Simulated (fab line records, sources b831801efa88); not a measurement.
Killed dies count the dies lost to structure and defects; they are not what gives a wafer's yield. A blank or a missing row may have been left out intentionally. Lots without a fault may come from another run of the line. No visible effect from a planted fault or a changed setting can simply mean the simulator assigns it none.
fab line records	flow sky130
record: lots: 7	wafers: 21	last-day: 49
route steps=708 shown POLY_GATE@233 LDD_N@237 PAD_OPEN@708
lots that met no fault: taken from a fault-free run of the same line
start-h: hours from the record's opening day to when the first of the lot's shown wafers began	wait-h: time in hours since the lot's previous step	" same as the row above	L1.1+2: one row covering several wafers at once	- no value, or no start was given	* or withheld: withheld	< > ~ a bound
route shown NAME@n: names a module that has steps shown in the file, with the first one's number in the route	usual: the fault-free wafers' mean and standard deviation	same: alike in all rows	chamber/n: place in a boat	sites: each site's reading	_std_site: standard deviation of those values	_edge_site: mean of outer sites minus mean of inner sites	radius-mm: how far each site lies from the wafer's centre	mask NAME#n: copy n	behind: the last tool/chamber to shape the wafer	hold: what put the lot on hold/how long, in hours/how the hold closed	device: which transistor (n, p or np) failed to switch	end of line: tests run on the same wafers once the route is complete	for a step that has no rows: nothing shown but its recipe	killed: the dies lost at the first sort to structure and to defects; this is not the yield of the wafer	map: a wafer's dies, marking killed ones x, the rest . and places with no die _
set.NAME: the setting the step ran with; set.NAME@STEP: the setting that earlier step ran with	model.NAME: the simulator's own value behind a step, which no gauge read
lots at selected steps of the route; one table per step, one row per wafer
services: when a tool's chamber went out of use (start-h, in hours from the record's first day, below 0 if earlier), for how many hours, and the reason
== steps ==
step: SKY_POLY_GATE_CLEAN_19
recipe: chemistry: SC1/SC2	mix: 1:4:20	temp-c: 70	time-s: 150	dry: n2-spin
step: SKY_POLY_GATE_OXIDATION_20
recipe: temp-c: 850	ambient: O2	stabilise-s: 600	purge-s: 300	target-thk-a: 40	ox-time-s: 899
step: SKY_POLY_GATE_THK_MEAS_21
recipe: reads: SiO2_of_POLY_GATE_OXIDATION_20
usual: POLY_GATE_OXIDATION_THK: 4.02/0.071
lot.wafer	tool	chamber	start-h	wait-h	POLY_GATE_OXIDATION_THK[nm]
L311.2	film-metro-04	-	407.65	0.0	3.97
L311.3	"	-	"	"	4.01
L311.5	"	-	"	"	4.01
L312.1	film-metro-03	-	415.84	0.0	4.14
L312.3	"	-	"	"	4.06
L312.4	"	-	"	"	3.97
L315.2	film-metro-03	-	437.05	0.0	4.00
L315.3	"	-	"	"	4.02
L315.6	"	-	"	"	4.02
L316.2	film-metro-01	-	468.19	0.0	4.07
L316.3	"	-	"	"	4.13
L316.4	"	-	"	"	4.13
L317.2	film-metro-01	-	469.50	0.1	4.11
L317.4	"	-	"	"	4.14
L317.5	"	-	"	"	4.03
L319.2	film-metro-04	-	469.50	0.1	4.03
L319.3	"	-	"	"	3.98
L319.5	"	-	"	"	4.00
L326.1	film-metro-03	-	537.37	0.0	3.99
L326.3	"	-	"	"	3.96
L326.4	"	-	"	"	4.04
step: SKY_POLY_GATE_CD_MEAS_22
usual: cd-nm: 149.0/2.4
lot.wafer	tool	chamber	start-h	wait-h	cd-nm
L311.2	cd-sem-01	-	407.73	0.1	148.3
L311.3	"	-	"	"	150.5
L311.5	"	-	"	"	150.9
L312.1	cd-sem-02	-	415.90	0.1	146.0
L312.3	"	-	"	"	146.8
L312.4	"	-	"	"	147.1
L315.2	cd-sem-01	-	437.13	0.1	150.5
L315.3	"	-	"	"	151.5
L315.6	"	-	"	"	152.2
L316.2	cd-sem-01	-	468.27	0.1	152.2
L316.3	"	-	"	"	149.1
L316.4	"	-	"	"	149.0
L317.2	cd-sem-02	-	469.57	0.1	146.4
L317.4	"	-	"	"	148.8
L317.5	"	-	"	"	149.2
L319.2	cd-sem-01	-	469.69	0.2	148.9
L319.3	"	-	"	"	144.9
L319.5	"	-	"	"	145.7
L326.1	cd-sem-02	-	537.43	0.1	147.9
L326.3	"	-	"	"	148.5
L326.4	"	-	"	"	151.6
step: SKY_LDD_N_DEHYDRATE_00
recipe: temp-c: 200	time-s: 60
step: SKY_LDD_N_HMDS_01
recipe: prime-time-s: 60	prime-temp-c: 120
step: SKY_LDD_N_COAT_02
recipe: resist: NOVOLAK	spin-rpm: 3000	resist-thk-nm: 300
step: SKY_LDD_N_SOFTBAKE_03
recipe: temp-c: 90	time-s: 60	resist: NOVOLAK
step: SKY_LDD_N_EXPOSE_04
recipe: mask-id: NTM	target-cd-nm: 840	na: 0.6	source-shape: conventional	sigma-outer: 0.6	dose-mj: 110
step: SKY_LDD_N_PEB_05
recipe: temp-c: withheld	time-s: *	resist: NOVOLAK
step: SKY_LDD_N_DEVELOP_06
recipe: develop-time-s: 60	dev-temp-c: 23
step: SKY_LDD_N_OVL_MEAS_07
usual: LDD_N_OVL: 0.2/1.2
lot.wafer	tool	chamber	start-h	wait-h	LDD_N_OVL[nm]
L311.2	overlay-01	-	436.48	0.1	1.3
L311.3	"	-	"	"	0.5
L311.5	"	-	"	"	0.3
L312.1	overlay-01	-	445.02	0.1	-0.5
L312.3	"	-	"	"	-1.1
L312.4	"	-	"	"	0.1
L315.2	overlay-02	-	467.69	0.1	-1.0
L315.3	"	-	"	"	0.4
L315.6	"	-	"	"	1.5
L316.2	overlay-02	-	498.28	0.1	0.6
L316.3	"	-	"	"	1.3
L316.4	"	-	"	"	0.2
L317.2	overlay-02	-	500.09	0.1	0.1
L317.4	"	-	"	"	0.0
L317.5	"	-	"	"	0.5
L319.2	overlay-01	-	500.27	0.1	0.8
L319.3	"	-	"	"	-2.7
L319.5	"	-	"	"	-1.2
L326.1	overlay-01	-	566.87	0.1	0.8
L326.3	"	-	"	"	0.0
L326.4	"	-	"	"	0.2
step: SKY_LDD_N_IMPLANT_08
recipe: species: As	energy-kev: 20	dose-cm2: 7.5e+13	tilt-deg: withheld	rotation-deg: 23
same: implant-ion-amu: 75
lot.wafer	tool	chamber	start-h	wait-h
L311.2+3+5	implanter-02	0	436.54	0.0
L312.1+3+4	implanter-02	0	445.05	0.0
L312.1+3+4	implanter-02	0	445.37	0.3
L315.2+3+6	implanter-04	0	467.74	0.0
L316.2+3+4	implanter-01	0	498.34	0.0
L316.2+3+4	implanter-01	0	498.65	0.3
L317.2+4+5	implanter-04	0	500.14	0.0
L319.2+3+5	implanter-02	0	500.33	0.0
L319.2+3+5	implanter-02	0	500.65	0.3
L326.1+3+4	implanter-02	0	566.91	0.0
step: SKY_LDD_N_IMPLANT_09
recipe: species: As	energy-kev: 20	dose-cm2: 7.5e+13	tilt-deg: withheld	rotation-deg: 113
step: SKY_LDD_N_IMPLANT_10
recipe: species: As	energy-kev: 20	dose-cm2: 7.5e+13	tilt-deg: withheld	rotation-deg: 203
step: SKY_LDD_N_IMPLANT_11
recipe: species: As	energy-kev: 20	dose-cm2: 7.5e+13	tilt-deg: withheld	rotation-deg: 293
step: SKY_LDD_N_IMPLANT_12
recipe: species: BF2	energy-kev: 50	dose-cm2: 5e+12	tilt-deg: 30	rotation-deg: 0
step: SKY_LDD_N_IMPLANT_13
recipe: species: BF2	energy-kev: 50	dose-cm2: 5e+12	tilt-deg: 30	rotation-deg: 90
step: SKY_LDD_N_IMPLANT_14
recipe: species: BF2	energy-kev: 50	dose-cm2: 5e+12	tilt-deg: 30	rotation-deg: 180
step: SKY_LDD_N_IMPLANT_15
recipe: species: BF2	energy-kev: 50	dose-cm2: 5e+12	tilt-deg: 30	rotation-deg: 270
step: SKY_LDD_N_STRIP_16
recipe: chemistry: O2/N2	power-w: 1400	pressure-mtorr: 1500	platen-temp-c: withheld	o2-flow-sccm: 3000	n2-flow-sccm: 300	overash-fraction: 0.5
usual: drypump-motor-current-A: 5.6/0.54	oes-product-au: 0.407/0.0046	strip-time-to-endpoint-s: 4.319/0.015
lot.wafer	tool	chamber	start-h	wait-h	drypump-motor-current-A	oes-product-au	rf-hours-counter-h	strip-time-to-endpoint-s
L311.2	plasma-asher-02	0	437.71	0.1	6.8	0.403	1	4.364
L311.3	"	0	"	"	6.8	0.409	-	4.336
L311.5	"	0	"	"	6.8	0.405	-	4.339
L312.1	plasma-asher-04	0	446.68	0.2	5.6	0.406	59	4.519
L312.3	"	0	"	"	5.6	0.414	-	4.525
L312.4	"	1	"	"	5.2	0.411	-	4.516
L315.2	plasma-asher-02	0	468.92	0.1	6.8	0.411	3	4.307
L315.3	"	1	"	"	5.3	0.411	-	4.314
L315.6	"	0	"	"	6.8	0.403	-	4.309
L316.2	plasma-asher-02	1	499.83	0.1	5.3	0.414	6	4.497
L316.3	"	1	"	"	5.3	0.399	-	4.527
L316.4	"	0	"	"	6.8	0.411	-	4.521
L317.2	plasma-asher-03	1	501.32	0.1	5.9	0.412	39	4.332
L317.4	"	0	"	"	5.0	0.415	-	4.333
L317.5	"	0	"	"	5.0	0.405	-	4.320
L319.2	plasma-asher-02	0	501.95	0.1	6.8	0.392	7	4.529
L319.3	"	0	"	"	6.8	0.414	-	4.508
L319.5	"	1	"	"	5.3	0.408	-	4.528
L326.1	plasma-asher-02	0	568.11	0.1	6.7	0.400	14	4.324
L326.3	"	1	"	"	5.3	0.416	-	4.300
L326.4	"	0	"	"	6.7	0.411	-	4.298
step: SKY_LDD_N_TW_MEAS_17
usual: LDD_N_TW: 2560/45
lot.wafer	tool	chamber	start-h	wait-h	LDD_N_TW
L311.2	film-metro-01	-	437.82	0.1	2585
L311.3	"	-	"	"	2572
L311.5	"	-	"	"	2587
L312.1	film-metro-04	-	446.78	0.1	2708
L312.3	"	-	"	"	2714
L312.4	"	-	"	"	2701
L315.2	film-metro-02	-	469.03	0.1	2522
L315.3	"	-	"	"	2506
L315.6	"	-	"	"	2513
L316.2	film-metro-01	-	499.94	0.1	2680
L316.3	"	-	"	"	2680
L316.4	"	-	"	"	2681
L317.2	film-metro-01	-	501.43	0.1	2578
L317.4	"	-	"	"	2587
L317.5	"	-	"	"	2578
L319.2	film-metro-02	-	502.06	0.1	2615
L319.3	"	-	"	"	2621
L319.5	"	-	"	"	2602
L326.1	film-metro-01	-	568.21	0.1	2568
L326.3	"	-	"	"	2584
L326.4	"	-	"	"	2565
step: SKY_PAD_OPEN_PROBE_99
usual: killed_at_M0_to_M3: 43/7.2	killed_at_M4_up: 3.5/2	killed-at-contacts: 24/5.2	killed-at-front-end: 15/4.4	killed-at-other: 0.2/0.48	killed-dies: 85/9.4	killed-open: 46/7.3	killed-short: 39/6.1
same: gross-dies: 492	killed-at-back-side: 0
lot.wafer	tool	chamber	start-h	wait-h	killed_at_M0_to_M3	killed_at_M4_up	killed-at-contacts	killed-at-front-end	killed-at-other	killed-dies	killed-open	killed-short	model.etest.tip-n.rs-ohm-sq	model.etest.nfet_01v8_lvt.vt-sat-v	model.etest.nfet_01v8.vt-sat-v
L311.2	prober-02	-	1099.27	0.1	31	3	34	18	0	86	49	37	436.9	0.5436	0.6548
L311.3	prober-02	-	1099.32	0.2	47	2	28	8	0	85	41	44	437.1	0.5351	0.6429
L311.5	prober-02	-	1099.42	0.2	45	1	22	18	0	86	53	33	436.8	0.5369	0.6478
L312.1	prober-02	-	1102.22	0.1	43	3	17	18	0	81	44	37	388	0.5048	0.6149
L312.3	prober-02	-	1102.32	0.2	33	5	26	7	0	71	43	28	389	0.5041	0.6198
L312.4	prober-02	-	1102.37	0.2	53	2	26	12	0	93	52	41	384.6	0.5007	0.6194
L315.2	prober-02	-	1123.25	0.1	44	4	27	11	0	86	47	38	443.4	0.558	0.6625
L315.3	prober-02	-	1123.30	0.2	37	2	23	19	0	81	43	38	443.3	0.5438	0.6553
L315.6	prober-02	-	1123.45	0.2	48	2	29	18	0	97	47	50	446.3	0.5595	0.6631
L317.2	prober-01	-	1125.70	0.1	42	6	29	19	0	96	44	52	446.5	0.5447	0.6566
L317.4	prober-01	-	1125.80	0.2	32	2	28	7	0	69	39	30	449.9	0.5577	0.6622
L316.2	prober-01	-	1127.20	0.1	36	4	28	11	0	79	47	32	386.3	0.5087	0.628
L316.3	prober-01	-	1127.25	0.2	42	5	18	11	1	77	37	39	385.4	0.5075	0.6249
L316.4	prober-01	-	1127.30	0.2	46	3	18	14	0	81	45	36	386.9	0.5144	0.6333
L319.2	prober-02	-	1127.20	0.1	48	7	21	10	0	86	39	47	391.1	0.5108	0.6335
L319.3	prober-02	-	1127.25	0.2	39	3	18	12	0	72	43	29	386.6	0.5211	0.6293
L319.5	prober-02	-	1127.35	0.2	28	2	17	21	0	68	34	34	388.4	0.5258	0.6354
L326.1	prober-01	-	1172.35	0.1	40	0	21	10	0	71	41	30	443.9	0.5456	0.6542
L326.3	prober-01	-	1172.45	0.2	38	1	26	11	0	76	46	30	439.8	0.5433	0.648
L326.4	prober-01	-	1172.50	0.2	41	2	25	12	0	80	41	39	442.8	0.5534	0.6595
killed by level:class
L311.2 CONTACT:geometric-particle:open=11 LI_CONTACT:geometric-particle:open=8 VIA3:geometric-particle:open=8 CONTACT:geometric-particle:short=6 VIA1:geometric-particle:open=6 LI_CONTACT:geometric-particle:short=4 FIELD_ISO:geometric-particle:open=3 FIELD_ISO:geometric-particle:short=3
L311.3 CONTACT:geometric-particle:open=13 VIA1:geometric-particle:open=9 METAL1:geometric-particle:short=6 VIA1:geometric-particle:short=6 VIA3:geometric-particle:open=6 POLY_GATE:geometric-particle:short=5 VIA2:geometric-particle:open=5 CONTACT:geometric-particle:short=5
L311.5 VIA1:geometric-particle:open=13 CONTACT:geometric-particle:open=10 LOCAL_INTERCONNECT:geometric-particle:short=7 VIA2:geometric-particle:open=7 METAL2:geometric-particle:short=7 FIELD_ISO:geometric-particle:short=5 VIA3:geometric-particle:open=5 POLY_GATE:geometric-particle:open=4
L312.1 FIELD_ISO:geometric-particle:open=9 VIA3:geometric-particle:open=9 CONTACT:geometric-particle:open=7 VIA3:geometric-particle:short=7 METAL1:geometric-particle:short=6 VIA1:geometric-particle:open=6 LI_CONTACT:geometric-particle:open=5 VIA2:geometric-particle:open=4
L312.3 VIA1:geometric-particle:open=10 CONTACT:geometric-particle:open=9 LI_CONTACT:geometric-particle:open=6 CONTACT:geometric-particle:short=5 VIA1:geometric-particle:short=5 LI_CONTACT:geometric-particle:short=4 VIA3:geometric-particle:open=4 VIA2:geometric-particle:open=4
L312.4 VIA3:geometric-particle:open=10 VIA1:geometric-particle:open=10 CONTACT:geometric-particle:open=9 METAL1:geometric-particle:short=8 LI_CONTACT:geometric-particle:open=8 LOCAL_INTERCONNECT:geometric-particle:short=6 VIA2:geometric-particle:open=6 METAL3:geometric-particle:short=5
L315.2 CONTACT:geometric-particle:open=11 VIA1:geometric-particle:open=9 LI_CONTACT:geometric-particle:open=8 VIA2:geometric-particle:open=7 METAL1:geometric-particle:short=6 METAL2:geometric-particle:short=5 FIELD_ISO:geometric-particle:open=4 FIELD_ISO:geometric-particle:short=4
L315.3 CONTACT:geometric-particle:short=7 LI_CONTACT:geometric-particle:open=7 CONTACT:geometric-particle:open=7 VIA1:geometric-particle:open=7 METAL1:geometric-particle:short=6 VIA3:geometric-particle:open=6 FIELD_ISO:geometric-particle:open=5 POLY_GATE:geometric-particle:short=5
L315.6 CONTACT:geometric-particle:open=12 VIA1:geometric-particle:open=9 VIA3:geometric-particle:open=8 FIELD_ISO:geometric-particle:short=7 METAL2:geometric-particle:short=7 LI_CONTACT:geometric-particle:short=6 METAL1:geometric-particle:short=5 FIELD_ISO:geometric-particle:open=4
L317.2 VIA2:geometric-particle:open=12 FIELD_ISO:geometric-particle:short=10 VIA3:geometric-particle:open=8 LI_CONTACT:geometric-particle:open=7 CONTACT:geometric-particle:open=7 CONTACT:geometric-particle:short=6 LI_CONTACT:geometric-particle:short=5 METAL4:geometric-particle:short=5
L317.4 LI_CONTACT:geometric-particle:open=10 CONTACT:geometric-particle:short=6 METAL1:geometric-particle:short=6 VIA2:geometric-particle:open=6 CONTACT:geometric-particle:open=5 VIA3:geometric-particle:open=5 VIA1:geometric-particle:short=4 VIA1:geometric-particle:open=4
L316.2 VIA1:geometric-particle:open=10 CONTACT:geometric-particle:open=10 LI_CONTACT:geometric-particle:open=9 METAL2:geometric-particle:short=6 METAL1:geometric-particle:short=5 VIA2:geometric-particle:open=5 VIA3:geometric-particle:open=5 POLY_GATE:geometric-particle:open=4
L319.2 VIA2:geometric-particle:open=12 METAL2:geometric-particle:short=9 VIA1:geometric-particle:open=7 CONTACT:geometric-particle:open=6 METAL4:geometric-particle:short=6 LOCAL_INTERCONNECT:geometric-particle:short=5 VIA1:geometric-particle:short=5 METAL1:geometric-particle:short=4
L316.3 VIA1:geometric-particle:open=8 METAL1:geometric-particle:short=8 CONTACT:geometric-particle:open=7 VIA1:geometric-particle:short=6 VIA2:geometric-particle:open=4 FIELD_ISO:geometric-particle:short=3 CONTACT:geometric-particle:short=3 METAL1:geometric-particle:open=3
L319.3 VIA1:geometric-particle:open=12 CONTACT:geometric-particle:open=8 METAL1:geometric-particle:short=5 POLY_GATE:geometric-particle:open=4 METAL2:geometric-particle:short=4 LI_CONTACT:geometric-particle:open=4 VIA1:geometric-particle:short=4 FIELD_ISO:geometric-particle:open=3
L316.4 VIA1:geometric-particle:open=12 CONTACT:geometric-particle:open=9 VIA3:geometric-particle:open=8 METAL1:geometric-particle:short=5 VIA1:geometric-particle:short=5 METAL2:geometric-particle:short=5 LOCAL_INTERCONNECT:geometric-particle:short=4 VIA2:geometric-particle:open=4
L319.5 CONTACT:geometric-particle:open=9 FIELD_ISO:geometric-particle:open=8 POLY_GATE:geometric-particle:short=6 METAL1:geometric-particle:short=4 VIA1:geometric-particle:open=4 METAL2:geometric-particle:short=4 SPACER:geometric-particle:short=3 CONTACT:geometric-particle:short=3
L326.1 VIA3:geometric-particle:open=8 CONTACT:geometric-particle:open=7 VIA1:geometric-particle:open=7 LI_CONTACT:geometric-particle:open=6 VIA2:geometric-particle:open=5 METAL1:geometric-particle:short=4 CONTACT:geometric-particle:short=4 VIA1:geometric-particle:short=4
L326.3 LI_CONTACT:geometric-particle:open=10 VIA1:geometric-particle:open=10 CONTACT:geometric-particle:open=6 LOCAL_INTERCONNECT:geometric-particle:short=5 METAL2:geometric-particle:short=5 VIA2:geometric-particle:open=5 VIA3:geometric-particle:open=5 FIELD_ISO:geometric-particle:short=4
L326.4 VIA1:geometric-particle:open=8 LI_CONTACT:geometric-particle:open=7 METAL2:geometric-particle:short=6 FIELD_ISO:geometric-particle:short=5 LI_CONTACT:geometric-particle:short=5 VIA2:geometric-particle:short=5 CONTACT:geometric-particle:open=5 METAL3:geometric-particle:open=4
== services ==
tool	chamber	start-h	hours	kind
implanter-04	-	418.89	2.5	pm
plasma-asher-02	-	421.25	9.0	pm
plasma-asher-02	0	421.25	9.0	vent-cycle
plasma-asher-02	1	421.25	9.0	vent-cycle
plasma-asher-02	0	430.25	-	clean
plasma-asher-02	1	430.25	-	clean
plasma-asher-03	-	444.97	2.4	repair
plasma-asher-02	-	445.38	5.6	repair
implanter-01	-	458.98	1.2	repair
plasma-asher-03	-	470.61	2.8	pm
plasma-asher-04	-	503.49	2.8	pm
plasma-asher-02	-	523.77	1.7	repair
implanter-04	-	526.60	5.0	repair
== key ==
first-sign: step: SKY_LDD_N_IMPLANT_08	reading: visit	direction: added
effect: step: SKY_LDD_N_STRIP_16	reading: strip-time-to-endpoint-s	direction: up	sigmas: 13	usual: *	struck: *
effect: step: SKY_LDD_N_TW_MEAS_17	reading: LDD_N_TW	direction: up	sigmas: 2.4	usual: 2560	struck: 2667
model-effect: step: SKY_PAD_OPEN_PROBE_99	value: etest.tip-n.rs-ohm-sq	without: 441.7	struck: 387.4
met-at SKY_LDD_N_IMPLANT_08
struck-wafers L312.1,L312.3,L312.4,L316.2,L316.3,L316.4,L319.2,L319.3,L319.5
tester-left-out L312,L316,L319
fault: kind: repeated-step-whole	tool: implanter-01,implanter-02,implanter-04	chamber: -	onset-h: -	steps: SKY_LDD_N_IMPLANT_08	times: 1	scope: struck-lots-only
tester-left-out: of these lots the tester's yield and bins aren't shown, on N5 and GAA mostly nor the transistor test; their killed dies are dies lost to structure and defects alone, not to doping, threshold or leakage, so they don't give the yield
